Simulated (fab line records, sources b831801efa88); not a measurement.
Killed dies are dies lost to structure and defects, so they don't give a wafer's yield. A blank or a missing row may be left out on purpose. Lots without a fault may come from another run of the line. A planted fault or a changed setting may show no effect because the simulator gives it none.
A struck lot beside a sound one | flow sky130 | 15 steps out of a route of 708
Sound: wafers L361.1, L361.4, L361.6. Struck: wafers L363.1, L363.2, L363.4. The cause comes at the end.
At each step with rows: each side's tool, then ch and its chambers, then its first start. Under that, the readings that differ: sound wafers | struck wafers | difference of the means | sigmas: that difference in standard deviations of wafers without a fault.
alike: readings whose means differ by less than 2 such deviations, and words and numbers that are the same on both sides. not compared: withheld readings, readings that some wafer has no value for, bounds like >300 that may hide the same value, and numbers for which the record gives no deviation and whose values overlap.
The two part at a step that has a row with sigmas, a row that says differs or no value, or rows on one side only. Numbers that don't overlap but have no deviation are shown without sigmas and don't part them. A reading that every wafer of one side lacks parts them only if that side has two wafers or more.

SKY_VIA1_CMP_24: polishes, stops on SiO2, t overpolish 15 s, target thk 0 nm.
  sound on cmp-02 ch 1,2,3, day 36 20:17; struck on cmp-01 ch 0,1,2, day 37 13:14
  alike: head_pressure_psi, motor_current_A, overpolish_run_s, time_to_endpoint_s
then, 1 step without rows for these wafers: SKY_METAL2_SPUTTER_00 (material Ti, target thk 15 nm, time 10 s).
SKY_METAL2_SPUTTER_01: material TiN, target thk 20 nm, time 16.7 s.
  sound on pvd_sputter-01, day 36 20:31; struck on pvd_sputter-02, day 37 13:34
  alike: throttle_valve_pct
SKY_METAL2_SPUTTER_02: material AlCu, target thk 250 nm, time 13.3 s.
  sound on pvd_sputter-01, day 36 20:32; struck on pvd_sputter-02, day 37 13:35
  alike: throttle_valve_pct
SKY_METAL2_SPUTTER_03: material Ti, target thk 5 nm, time 3.3 s.
  sound on pvd_sputter-01, day 36 20:34; struck on pvd_sputter-02, day 37 13:37
  alike: throttle_valve_pct
SKY_METAL2_SPUTTER_04: material TiN, target thk 70 nm, time 58.3 s.
  sound on pvd_sputter-01, day 36 20:34; struck on pvd_sputter-02, day 37 13:37
  alike: throttle_valve_pct
SKY_METAL2_RS_MEAS_05: measures by four-point-probe.
  sound on film_metro-03, day 36 20:37; struck on film_metro-02, day 37 13:40
  alike: METAL2_ALCU_RS
SKY_METAL2_THK_MEAS_06: measures by xrf.
  sound on film_metro-03, day 36 20:44; struck on film_metro-02, day 37 13:47
  alike: METAL2_ALCU_THK
then, 4 steps without rows for these wafers: SKY_METAL2_DEHYDRATE_07 (time 60 s); SKY_METAL2_HMDS_08 (prime time 60 s); SKY_METAL2_COAT_09 (resist thk 60 nm); SKY_METAL2_COAT_10 (resist thk 450 nm).
SKY_METAL2_SOFTBAKE_11: time 90 s.
  sound on litho_track-01 ch 0, day 37 10:00; struck on litho_track-03 ch 0, day 38 01:00
  reading          | sound                | struck               | difference | sigmas
  run_length_s (s) | 119.10 119.07 119.25 | 129.87 129.70 129.74 | +10.63     | +46
  alike: exhaust_pa
then, 1 step without rows for these wafers: SKY_METAL2_EXPOSE_12 (exposes mask MM2, target cd 140 nm).
SKY_PAD_OPEN_PROBE_99:
  the record has rows for the sound wafers here (prober-01, day 47 22:42) and none for the struck ones

WHERE THEY PART
First at SKY_METAL2_SOFTBAKE_11; last, within this record, at SKY_PAD_OPEN_PROBE_99.

WHY: what the simulator had put in
Process parameter drift: litho_track-03, from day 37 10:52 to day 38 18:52, at SKY_METAL2_SOFTBAKE_11. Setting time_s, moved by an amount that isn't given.
